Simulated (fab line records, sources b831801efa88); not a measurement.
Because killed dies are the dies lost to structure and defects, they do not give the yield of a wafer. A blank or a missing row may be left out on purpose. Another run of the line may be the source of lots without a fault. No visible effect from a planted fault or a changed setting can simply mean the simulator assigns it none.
Which tool did it? + flow sky130 + 24 lots with 72 wafers sampled at 4 steps, on a route of 708 steps

## WHAT THE GAUGES READ, wafer by wafer
SKY_VT_ADJUST_LVTN_OVL_MEAS_18.
| lot  | measured     | on         | VT_ADJUST_LVTN_01_OVL (nm) |
|------|--------------|------------|----------------------------|
| L074 | day 7 18:01  | overlay-02 | -0.5 0.8 0.8               |
| L075 | day 7 19:38  | overlay-02 | 2.9 2.7 1.8                |
| L076 | day 8 03:05  | overlay-02 | 0.9 0.1 0.5                |
| L077 | day 8 04:44  | overlay-02 | 0.0 2.0 1.5                |
| L078 | day 8 10:47  | overlay-02 | -0.2 -1.1 0.7              |
| L079 | day 9 00:08  | overlay-02 | -0.2 -0.2 -0.5             |
| L080 | day 9 01:32  | overlay-02 | -1.5 -0.2 -0.9             |
| L081 | day 9 06:14  | overlay-01 | 0.0 -1.5 1.3               |
| L082 | day 9 14:08  | overlay-02 | 1.0 -0.6 1.3               |
| L083 | day 9 23:18  | overlay-01 | -0.2 -0.7 -0.1             |
| L084 | day 10 07:38 | overlay-01 | -4.2 -1.3 1.2              |
| L085 | day 10 12:50 | overlay-01 | -0.9 -0.6 -2.1             |
| L086 | day 10 20:53 | overlay-02 | 1.1 2.4 -1.5               |
| L087 | day 11 02:30 | overlay-01 | 2.1 1.3 1.1                |
| L088 | day 11 09:34 | overlay-02 | -0.5 0.1 0.0               |
| L089 | day 11 12:37 | overlay-01 | 1.4 1.0 2.9                |
| L090 | day 11 21:51 | overlay-01 | -0.8 -0.2 0.6              |
| L091 | day 12 09:10 | overlay-02 | -0.9 0.4 0.1               |
| L092 | day 12 17:07 | overlay-02 | 3.6 2.0 2.9                |
| L097 | day 14 16:11 | overlay-01 | 1.3 1.0 1.5                |
| L094 | day 14 17:07 | overlay-01 | 2.2 2.3 1.1                |
| L095 | day 14 17:44 | overlay-01 | 0.6 -0.4 2.0               |
| L096 | day 14 18:23 | overlay-02 | 0.4 2.5 0.6                |
| L093 | day 14 19:10 | overlay-02 | 0.7 1.1 1.4                |

SKY_SONOS_ONO_CD_MEAS_13: target cd 410 nm.
| lot  | measured     | on       | cdNm (nm)         |
|------|--------------|----------|-------------------|
| L074 | day 12 14:02 | cdSem-02 | 410.4 411.2 409.9 |
| L075 | day 12 16:56 | cdSem-01 | 413.5 413.9 415.1 |
| L076 | day 13 00:45 | cdSem-02 | 410.1 410.5 411.3 |
| L077 | day 13 04:35 | cdSem-02 | 411.6 408.9 410.9 |
| L078 | day 13 10:17 | cdSem-01 | 407.9 406.6 407.3 |
| L079 | day 14 03:43 | cdSem-02 | 412.2 408.9 411.9 |
| L080 | day 14 05:05 | cdSem-02 | 408.5 406.6 409.0 |
| L081 | day 14 15:11 | cdSem-02 | 409.5 409.9 408.9 |
| L082 | day 14 21:31 | cdSem-01 | 408.1 407.0 407.8 |
| L083 | day 15 11:57 | cdSem-01 | 412.8 410.8 412.6 |
| L084 | day 15 20:02 | cdSem-02 | 408.1 408.3 406.3 |
| L085 | day 15 23:12 | cdSem-02 | 403.0 405.3 402.9 |
| L086 | day 16 10:40 | cdSem-01 | 407.6 410.6 408.8 |
| L087 | day 16 16:36 | cdSem-01 | 409.4 409.1 406.8 |
| L088 | day 17 01:17 | cdSem-01 | 406.6 408.2 408.7 |
| L089 | day 17 08:03 | cdSem-02 | 410.4 407.8 408.1 |
| L090 | day 17 15:53 | cdSem-01 | 409.1 408.3 408.2 |
| L091 | day 18 07:19 | cdSem-02 | 408.9 408.8 408.6 |
| L092 | day 18 17:52 | cdSem-02 | 409.6 411.1 407.1 |
| L097 | day 20 21:50 | cdSem-01 | 412.1 410.2 410.5 |
| L094 | day 21 00:41 | cdSem-02 | 412.4 412.3 411.1 |
| L095 | day 21 03:48 | cdSem-01 | 414.5 413.6 412.8 |
| L096 | day 21 05:55 | cdSem-02 | 410.3 412.3 411.5 |
| L093 | day 21 04:07 | cdSem-02 | 411.0 413.2 410.7 |

SKY_GATE_OXIDE_THK_MEAS_02.
| lot  | measured     | on           | GATE_OXIDE_OXIDATION_00_THK (nm) |
|------|--------------|--------------|----------------------------------|
| L074 | day 12 15:53 | filmMetro-01 | 10.35 10.22 10.26                |
| L075 | day 12 19:59 | filmMetro-01 | 10.40 10.50 10.55                |
| L076 | day 13 02:44 | filmMetro-01 | 10.69 10.60 10.31                |
| L077 | day 13 11:05 | filmMetro-03 | 10.49 10.45 10.27                |
| L078 | day 13 15:16 | filmMetro-01 | 10.12 10.06 10.12                |
| L079 | day 14 06:58 | filmMetro-01 | 10.01 10.20 10.23                |
| L080 | day 14 08:22 | filmMetro-03 | 10.41 10.41 10.42                |
| L081 | day 14 17:02 | filmMetro-01 | 10.01 9.96 9.82                  |
| L082 | day 14 23:24 | filmMetro-01 | 10.14 10.19 10.14                |
| L083 | day 15 14:09 | filmMetro-01 | 10.76 10.62 10.64                |
| L084 | day 15 23:44 | filmMetro-01 | 10.33 10.28 10.34                |
| L085 | day 16 02:17 | filmMetro-03 | 10.26 10.35 10.09                |
| L086 | day 16 12:36 | filmMetro-01 | 10.26 10.41 10.41                |
| L087 | day 16 18:29 | filmMetro-01 | 10.40 10.18 10.25                |
| L088 | day 17 03:29 | filmMetro-03 | 10.18 10.39 10.20                |
| L089 | day 17 12:14 | filmMetro-01 | 10.38 10.52 10.38                |
| L090 | day 17 18:50 | filmMetro-03 | 10.18 10.35 10.15                |
| L091 | day 18 09:11 | filmMetro-01 | 10.37 10.36 10.05                |
| L092 | day 18 20:04 | filmMetro-01 | 10.12 9.89 9.98                  |
| L097 | day 20 23:43 | filmMetro-02 | 10.48 10.38 10.46                |
| L094 | day 21 02:33 | filmMetro-01 | 10.28 10.20 10.23                |
| L095 | day 21 05:49 | filmMetro-01 | 10.01 10.11 10.24                |
| L096 | day 21 07:47 | filmMetro-02 | 10.23 10.32 10.25                |
| L093 | day 21 06:00 | filmMetro-02 | 10.33 10.28 10.05                |

SKY_LDD_HVN_OVL_MEAS_07.
| lot  | measured     | on         | LDD_HVN_OVL (nm) |
|------|--------------|------------|------------------|
| L074 | day 20 00:39 | overlay-02 | -0.4 0.3 0.0     |
| L075 | day 20 07:41 | overlay-02 | -2.3 1.4 -2.3    |
| L076 | day 20 12:14 | overlay-02 | -1.4 -3.3 -1.8   |
| L077 | day 21 00:58 | overlay-01 | 0.0 0.4 0.2      |
| L078 | day 21 09:00 | overlay-02 | -1.3 -2.8 -1.9   |
| L079 | day 22 03:41 | overlay-01 | 0.7 -0.3 -1.7    |
| L080 | day 22 04:01 | overlay-02 | 0.5 2.0 -1.3     |
| L081 | day 22 12:29 | overlay-01 | 0.4 -0.5 -0.2    |
| L082 | day 22 21:22 | overlay-02 | -1.7 -1.6 -3.7   |
| L083 | day 23 11:14 | overlay-01 | -0.7 2.2 -0.2    |
| L084 | day 24 00:52 | overlay-01 | 0.3 1.1 0.6      |
| L085 | day 24 02:05 | overlay-01 | -1.6 0.5 0.0     |
| L086 | day 24 10:04 | overlay-01 | 1.1 -0.9 0.6     |
| L087 | day 24 16:35 | overlay-02 | -1.0 -1.1 -1.4   |
| L088 | day 25 02:18 | overlay-01 | -0.4 -0.9 -1.5   |
| L089 | day 25 12:02 | overlay-01 | 2.8 0.8 1.7      |
| L090 | day 25 15:31 | overlay-01 | -0.8 -0.6 -0.8   |
| L091 | day 26 08:14 | overlay-02 | 0.6 -0.1 1.4     |
| L092 | day 26 23:44 | overlay-01 | 0.8 -0.1 0.3     |
| L097 | day 28 18:56 | overlay-01 | -2.4 -0.1 -0.8   |
| L094 | day 28 20:09 | overlay-01 | 1.4 -0.8 -1.4    |
| L095 | day 28 21:05 | overlay-01 | 0.8 -0.7 0.3     |
| L096 | day 29 03:37 | overlay-01 | -1.1 -0.3 -1.4   |
| L093 | day 28 22:02 | overlay-02 | -0.2 -0.3 -0.9   |

## WHAT TOOL EACH LOT RAN ON (gives the tool, then ch and the chambers of the sampled wafers, and finally the start)
The record holds no process step before these readings.

## AS READ BY THE TOOLS THEMSELVES (means over the sampled wafers that have a number; for cases with no such wafer, the mark the record gives instead)
The record holds no such reading with a usual standard deviation.

## THE ANSWER, worked out from the rows above alone
Rule: the usual values come from the lots themselves. The widest of any qualifying gaps counts: lots, ordered by their means at a reading, are off when they make up no more than a third of the lots, leave a main group of 4 or more, and stand apart from it by 3 or more times the standard deviation of that group's means. Not used: any main group whose means are identical at the precision the tables above print for the reading. A lot without any number at a reading at which 4 lots or more have one is off too. The other lots that the step has rows for count as sound. First the gauges in route order, then the tools' own readings, where a lot's mean is used as printed above. The first step at which some lot is off is used, and at that step the reading that is off furthest; a lot without a number counts as furthest.
None of the lots is off at any reading shown; this tells nothing.

## WHAT THE SIMULATOR HAD INSERTED
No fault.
